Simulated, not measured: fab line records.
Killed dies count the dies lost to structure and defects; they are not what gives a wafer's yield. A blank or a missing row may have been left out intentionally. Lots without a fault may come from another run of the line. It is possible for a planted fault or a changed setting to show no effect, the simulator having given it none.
Which tool was responsible? | flow gf180mcu | 35 wafers from 12 lots sampled at 4 of the route's 602 steps

WHAT THE GAUGES SHOWED, per wafer
GF_V4_BOW_MEAS_05.
lot  | measured     | on            | V4_BOW (um)
L819 | day 23 05:01 | film-metro-04 | 140 125 134
L820 | day 23 17:49 | film-metro-03 | 128 113 118
L825 | day 25 14:43 | film-metro-04 | 148 135 142
L827 | day 26 06:52 | film-metro-04 | 128 129 119
L828 | day 26 07:05 | film-metro-04 | 140 140 136
L832 | day 27 23:41 | film-metro-03 | 137 126 124
L835 | day 28 08:52 | film-metro-03 | 130 147
L837 | day 29 11:04 | film-metro-03 | 121 129 131
L838 | day 29 16:50 | film-metro-03 | 141 144 151
L840 | day 29 19:22 | film-metro-04 | 134 134 137
L841 | day 30 11:43 | film-metro-04 | 126 139 129
L842 | day 30 21:23 | film-metro-04 | 140 135 138

GF_TOP_METAL_CD_MEAS_14: target cd 440 nm.
lot  | measured     | on        | cd-nm (nm)
L819 | day 27 19:26 | cd-sem-02 | 437.1 440.2 438.7
L820 | day 28 07:46 | cd-sem-02 | 439.5 441.5 440.8
L825 | day 29 21:28 | cd-sem-02 | 444.4 443.7 441.9
L827 | day 30 12:36 | cd-sem-02 | 441.4 441.6 439.8
L828 | day 30 12:59 | cd-sem-01 | 439.9 438.2 438.7
L832 | day 31 23:10 | cd-sem-02 | 439.4 420.7 440.1 439.1 420.4 440.5
L835 | day 32 07:12 | cd-sem-02 | 441.8 422.8 441.8 422.6
L837 | day 33 06:44 | cd-sem-02 | 442.2 442.2 443.7
L838 | day 33 09:38 | cd-sem-01 | 439.2 440.8 439.9
L840 | day 33 12:30 | cd-sem-01 | 441.4 439.7 439.5
L841 | day 34 02:36 | cd-sem-01 | 440.9 440.3 440.1
L842 | day 34 11:27 | cd-sem-02 | 441.7 443.3 443.1

EACH LOT AND THE TOOL THAT RAN IT (in order: tool; ch and the chambers of the sampled wafers; start)
lot  | GF_V5_ETCH_16                      | GF_TOP_METAL_EXPOSE_11
L819 | rie-diel-01 ch 1,2,3, day 26 22:07 | iline-stepper-01 ch 0, day 27 09:20
L820 | rie-diel-01 ch 1,2,3, day 27 10:08 | iline-stepper-01 ch 0, day 27 21:55
L825 | rie-diel-02 ch 0,2,3, day 29 01:33 | iline-stepper-01 ch 0, day 29 11:59
L827 | rie-diel-01 ch 0,2,3, day 29 16:54 | iline-stepper-02 ch 0, day 30 03:39
L828 | rie-diel-02 ch 0,1,2, day 29 16:53 | iline-stepper-01 ch 0, day 30 03:58
L832 | rie-diel-01 ch 0,2, day 31 05:11   | iline-stepper-01 ch 0, day 31 15:17
L835 | rie-diel-01 ch 0,1, day 31 13:28   | iline-stepper-01 ch 0, day 31 23:11
L837 | rie-diel-02 ch 1,2,3, day 32 13:01 | iline-stepper-02 ch 0, day 32 23:35
L838 | rie-diel-04 ch 0,1,2, day 32 17:21 | iline-stepper-02 ch 0, day 33 03:14
L840 | rie-diel-01 ch 0,2, day 32 20:27   | iline-stepper-02 ch 0, day 33 05:37
L841 | rie-diel-04 ch 0,1,2, day 33 09:40 | iline-stepper-02 ch 0, day 33 19:51
L842 | rie-diel-04 ch 0,1, day 33 18:45   | iline-stepper-02 ch 0, day 34 03:41
- GF_V5_ETCH_16: etches BARC in N2/H2.
- GF_TOP_METAL_EXPOSE_11: exposes mask MetalTop, target cd 440 nm.

WHAT THE TOOLS THEMSELVES READ (means of the sampled wafers that have a number; where no wafer has one, the mark that the record gives instead)
GF_V5_ETCH_16.
lot  | tool        | drypump-motor-current-A (A) | h2-flow-sccm (sccm) | oes-product-au (a.u.) | throttle-valve-pct (%)
L819 | rie-diel-01 | 5.9                         | 200.0               | 0.854                 | 13.231
L820 | rie-diel-01 | 5.9                         | 200.1               | 0.854                 | 13.235
L825 | rie-diel-02 | 5.9                         | 199.9               | 0.853                 | 13.221
L827 | rie-diel-01 | 6.1                         | 200.2               | 0.858                 | 13.220
L828 | rie-diel-02 | 5.8                         | 201.0               | 0.855                 | 13.227
L832 | rie-diel-01 | 6.1                         | 199.7               | 0.856                 | 13.222
L835 | rie-diel-01 | 5.0                         | 200.3               | 0.855                 | 13.229
L837 | rie-diel-02 | 5.6                         | 199.9               | 0.860                 | 13.219
L838 | rie-diel-04 | 5.4                         | 199.7               | 0.854                 | 13.223
L840 | rie-diel-01 | 6.1                         | 200.4               | 0.855                 | 13.217
L841 | rie-diel-04 | 5.4                         | 200.2               | 0.848                 | 13.228
L842 | rie-diel-04 | 5.6                         | 199.9               | 0.854                 | 13.218

THE ANSWER, worked out from the rows above alone
Rule: the lots themselves supply what counts as usual. The widest of any qualifying gaps counts: lots, ordered by their means at a reading, are off when they make up no more than a third of the lots, leave a main group of 4 or more, and stand apart from it by 3 or more times the standard deviation of that group's means. A main group is skipped when, at the precision printed for the reading in the tables above, its means are all equal. Also off: a lot with no number at a reading for which 4 or more lots have one. Where the step has rows for the other lots, those lots are counted as sound. The gauges are gone through in route order, then the tools' own readings, and for those a lot's mean is taken as printed above. At the first step where some lot is off, the reading lying furthest off is the one used; lots without a number count as furthest.
Off, at GF_TOP_METAL_CD_MEAS_14 on cd-nm: L832, L835. Main group: mean 440.8 nm, sd 1.5.
A tool fits if, at a process step before that reading, it ran every lot that is off, and no sound lot after the first of them. Those tools and the gauges at GF_TOP_METAL_CD_MEAS_14 are tried in the same way. One fits: iline-stepper-01 at GF_TOP_METAL_EXPOSE_11. Its last sound lot is L828 (day 30 03:58), its first lot that is off L832 (day 31 15:17): a fault that began between those two fits.

WHAT WAS PUT IN BY THE SIMULATOR
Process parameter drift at GF_TOP_METAL_EXPOSE_11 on iline-stepper-01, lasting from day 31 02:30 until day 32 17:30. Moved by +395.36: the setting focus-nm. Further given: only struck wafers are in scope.
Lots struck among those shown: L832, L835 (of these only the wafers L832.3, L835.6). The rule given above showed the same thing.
